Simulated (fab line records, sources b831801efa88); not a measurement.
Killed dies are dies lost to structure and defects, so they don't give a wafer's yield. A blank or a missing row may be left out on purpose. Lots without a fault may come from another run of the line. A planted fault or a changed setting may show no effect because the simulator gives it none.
Which tool did it? | flow gf180mcu | 24 lots, 72 wafers sampled, at 5 steps of a route of 602

WHAT THE GAUGES READ, wafer by wafer
GF_M2_RS_MEAS_05: measures by four-point-probe.
lot  | measured     | on            | M2_ALCU_RS (ohm/sq)
L074 | day 18 14:53 | film_metro-03 | 0.0694 0.0696 0.0687
L075 | day 18 21:23 | film_metro-01 | 0.0708 0.0709 0.0699
L076 | day 19 11:11 | film_metro-03 | 0.0690 0.0682 0.0676
L077 | day 20 02:41 | film_metro-03 | 0.0692 0.0689 0.0685
L078 | day 20 03:25 | film_metro-03 | 0.0697 0.0698 0.0698
L079 | day 20 10:00 | film_metro-01 | 0.0705 0.0701 0.0690
L080 | day 21 06:24 | film_metro-01 | 0.0690 0.0689 0.0681
L081 | day 21 10:36 | film_metro-01 | 0.0698 0.0703 0.0694
L082 | day 21 12:58 | film_metro-03 | 0.0701 0.0702 0.0703
L083 | day 21 21:53 | film_metro-03 | 0.0705 0.0703 0.0711
L084 | day 22 10:34 | film_metro-02 | 0.0693 0.0699 0.0699
L085 | day 22 16:26 | film_metro-02 | 0.0696 0.0702 0.0696
L086 | day 23 01:22 | film_metro-02 | 0.0692 0.0708 0.0704
L087 | day 23 13:53 | film_metro-03 | 0.0698 0.0705 0.0707
L088 | day 23 22:07 | film_metro-03 | 0.0697 0.0690 0.0700
L089 | day 24 05:52 | film_metro-03 | 0.0700 0.0697 0.0695
L091 | day 24 23:04 | film_metro-03 | 0.0700 0.0678 0.0703
L090 | day 24 23:23 | film_metro-02 | 0.0703 0.0706 0.0699
L092 | day 25 04:46 | film_metro-03 | 0.0690 0.0701 0.0688
L093 | day 25 15:28 | film_metro-03 | 0.0698 0.0698 0.0677
L095 | day 26 01:52 | film_metro-03 | 0.0695 0.0688 0.0698
L094 | day 26 02:55 | film_metro-02 | 0.0687 0.0693 0.0704
L096 | day 26 10:05 | film_metro-03 | 0.0695 0.0691 0.0697
L097 | day 26 22:02 | film_metro-02 | 0.0689 0.0700 0.0689

GF_V3_CD_MEAS_14: target cd 260 nm.
lot  | measured     | on        | cd_nm (nm)
L074 | day 22 20:59 | cd_sem-01 | 260.1 261.3 260.7
L075 | day 23 02:07 | cd_sem-02 | 257.6 258.5 257.5
L076 | day 23 15:11 | cd_sem-01 | 261.6 260.5 262.0
L077 | day 24 05:31 | cd_sem-02 | 260.1 259.6 258.4
L078 | day 24 06:20 | cd_sem-01 | 262.2 263.1 262.7
L079 | day 24 12:29 | cd_sem-01 | 259.9 260.6 259.4
L080 | day 25 06:34 | cd_sem-01 | 261.1 261.3 260.3
L081 | day 25 10:41 | cd_sem-01 | 261.4 261.2 260.5
L082 | day 25 14:05 | cd_sem-01 | 258.6 260.6 259.6
L083 | day 25 22:13 | cd_sem-02 | 261.1 260.4 261.8
L084 | day 26 07:16 | cd_sem-02 | 260.2 261.7 260.9
L085 | day 26 13:42 | cd_sem-02 | 260.8 259.9 259.7
L086 | day 26 22:50 | cd_sem-02 | 261.4 260.3 259.5
L087 | day 27 08:57 | cd_sem-01 | 263.0 261.5 261.3
L088 | day 27 18:22 | cd_sem-02 | 257.9 258.7 257.1
L089 | day 27 22:28 | cd_sem-02 | 260.1 258.4 258.9
L091 | day 28 14:14 | cd_sem-01 | 260.2 260.3 259.7
L090 | day 28 15:34 | cd_sem-01 | 261.0 262.0 262.4
L092 | day 28 20:31 | cd_sem-02 | 262.5 260.5 261.6
L093 | day 29 04:07 | cd_sem-02 | 260.9 260.5 260.3
L095 | day 29 14:43 | cd_sem-02 | 261.4 261.5 261.3
L094 | day 29 16:47 | cd_sem-01 | 257.1 258.5 257.7
L096 | day 29 21:57 | cd_sem-01 | 260.1 259.4 259.7
L097 | day 30 09:29 | cd_sem-02 | 258.0 258.1 256.5

GF_V4_THK_MEAS_03.
lot  | measured     | on            | V4_CVD_02_THK (nm)
L074 | day 23 22:08 | film_metro-04 | 838 844 861
L075 | day 24 03:52 | film_metro-02 | 839 856 860
L076 | day 24 16:13 | film_metro-02 | 862 839 868
L077 | day 25 06:01 | film_metro-02 | 839 858 858
L078 | day 25 07:43 | film_metro-02 | 836 831 848
L079 | day 25 13:23 | film_metro-04 | 835 833 842
L080 | day 26 07:02 | film_metro-02 | 839 828 859
L081 | day 26 10:47 | film_metro-04 | 839 850 861
L082 | day 26 14:23 | film_metro-04 | 856 874 842
L083 | day 26 22:45 | film_metro-02 | 833 855 856
L084 | day 27 06:35 | film_metro-02 | 819 845 827
L085 | day 27 13:10 | film_metro-02 | 837 845 858
L086 | day 27 22:32 | film_metro-02 | 830 847 843
L087 | day 28 07:46 | film_metro-04 | 848 860 842
L088 | day 28 16:44 | film_metro-04 | 831 830 853
L089 | day 28 20:28 | film_metro-02 | 824 859 846
L091 | day 29 12:21 | film_metro-04 | 830 850 843
L090 | day 29 13:35 | film_metro-04 | 830 849 855
L092 | day 29 19:01 | film_metro-02 | 850 833 847
L093 | day 30 02:19 | film_metro-02 | 838 842 852
L095 | day 30 12:11 | film_metro-04 | 844 856 851
L094 | day 30 14:14 | film_metro-02 | 850 850 851
L096 | day 30 19:15 | film_metro-02 | 836 844 835
L097 | day 31 06:34 | film_metro-04 | 821 820 858

GF_V4_OVL_MEAS_15.
lot  | measured     | on         | V4_OVL (nm)
L074 | day 24 20:56 | overlay-01 | 2 5 -1
L075 | day 25 02:29 | overlay-01 | 1 3 -6
L076 | day 25 14:00 | overlay-02 | -5 -4 -8
L077 | day 26 03:51 | overlay-02 | -5 -2 13
L078 | day 26 05:47 | overlay-01 | 2 -1 4
L079 | day 26 11:08 | overlay-02 | -1 4 -2
L080 | day 27 04:21 | overlay-02 | 7 -1 -5
L081 | day 27 08:57 | overlay-01 | 9 2 6
L082 | day 27 11:36 | overlay-02 | 7 0 6
L083 | day 27 19:46 | overlay-01 | -6 -4 5
L084 | day 28 03:18 | overlay-01 | 5 8 5
L085 | day 28 09:46 | overlay-01 | 3 6 -1
L086 | day 28 18:50 | overlay-01 | 2 0 7
L087 | day 29 03:43 | overlay-01 | -8 -13 -8
L088 | day 29 12:51 | overlay-01 | -1 -1 2
L089 | day 29 16:40 | overlay-02 | 7 3 3
L091 | day 30 08:23 | overlay-01 | -12 -4 -12
L090 | day 30 08:58 | overlay-01 | 2 13 8
L092 | day 30 13:36 | overlay-02 | 9 -1 8
L093 | day 30 21:03 | overlay-02 | 10 -11 -9
L095 | day 31 06:34 | overlay-01 | 0 0 -2
L094 | day 31 08:49 | overlay-02 | -3 -4 -2
L096 | day 31 13:34 | overlay-01 | -5 5 -1
L097 | day 32 00:27 | overlay-01 | 0 1 5

WHICH TOOL RAN EACH LOT (tool, then ch and the chambers of the sampled wafers, then the start)
lot  | GF_M2_SPUTTER_01
L074 | pvd_sputter-03, day 18 14:44
L075 | pvd_sputter-04, day 18 21:14
L076 | pvd_sputter-02, day 19 11:04
L077 | pvd_sputter-03, day 20 02:34
L078 | pvd_sputter-04, day 20 03:16
L079 | pvd_sputter-04, day 20 09:53
L080 | pvd_sputter-02, day 21 06:17
L081 | pvd_sputter-04, day 21 10:29
L082 | pvd_sputter-02, day 21 12:50
L083 | pvd_sputter-02, day 21 21:43
L084 | pvd_sputter-02, day 22 10:26
L085 | pvd_sputter-02, day 22 16:17
L086 | pvd_sputter-03, day 23 01:13
L087 | pvd_sputter-04, day 23 13:44
L088 | pvd_sputter-04, day 23 21:59
L089 | pvd_sputter-04, day 24 05:42
L091 | pvd_sputter-03, day 24 22:55
L090 | pvd_sputter-02, day 24 23:13
L092 | pvd_sputter-03, day 25 04:38
L093 | pvd_sputter-03, day 25 15:21
L095 | pvd_sputter-03, day 26 01:42
L094 | pvd_sputter-04, day 26 02:46
L096 | pvd_sputter-02, day 26 09:56
L097 | pvd_sputter-04, day 26 21:55
- GF_M2_SPUTTER_01: material TiN, target thk 30 nm, time 25 s.

WHAT THE TOOLS THEMSELVES READ (means of the sampled wafers that have a number; where no wafer has one, the mark that the record gives instead)
GF_M2_SPUTTER_01.
lot  | tool           | throttle_valve_pct (%)
L074 | pvd_sputter-03 | 30.2
L075 | pvd_sputter-04 | 30.4
L076 | pvd_sputter-02 | 29.4
L077 | pvd_sputter-03 | 30.9
L078 | pvd_sputter-04 | 30.3
L079 | pvd_sputter-04 | 29.7
L080 | pvd_sputter-02 | 29.4
L081 | pvd_sputter-04 | 29.7
L082 | pvd_sputter-02 | 28.9
L083 | pvd_sputter-02 | 29.5
L084 | pvd_sputter-02 | 29.5
L085 | pvd_sputter-02 | 30.0
L086 | pvd_sputter-03 | 30.2
L087 | pvd_sputter-04 | 29.4
L088 | pvd_sputter-04 | 30.1
L089 | pvd_sputter-04 | 30.2
L091 | pvd_sputter-03 | 30.6
L090 | pvd_sputter-02 | 30.1
L092 | pvd_sputter-03 | 30.4
L093 | pvd_sputter-03 | 30.7
L095 | pvd_sputter-03 | 30.9
L094 | pvd_sputter-04 | 29.6
L096 | pvd_sputter-02 | 28.6
L097 | pvd_sputter-04 | 30.0

THE ANSWER, worked out from the rows above alone
Rule: what is usual is taken from the lots themselves. Put in order of their means at a reading, lots are off if they are a third of the lots or fewer, leave a main group of 4 or more, and stand apart from it by a gap of 3 or more times the standard deviation of the main group's means; of several such gaps the widest counts. A main group whose means are all the same, to the digits that the tables above print for the reading, isn't used. A lot without any number at a reading at which 4 lots or more have one is off too. The other lots that the step has rows for count as sound. The gauges are gone through in route order, then the tools' own readings, and for those a lot's mean is taken as printed above. The first step at which some lot is off is used, and at that step the reading that is off furthest; a lot without a number counts as furthest.
No lot is off at any reading shown: from this, nothing can be told.

WHAT THE SIMULATOR HAD PUT IN
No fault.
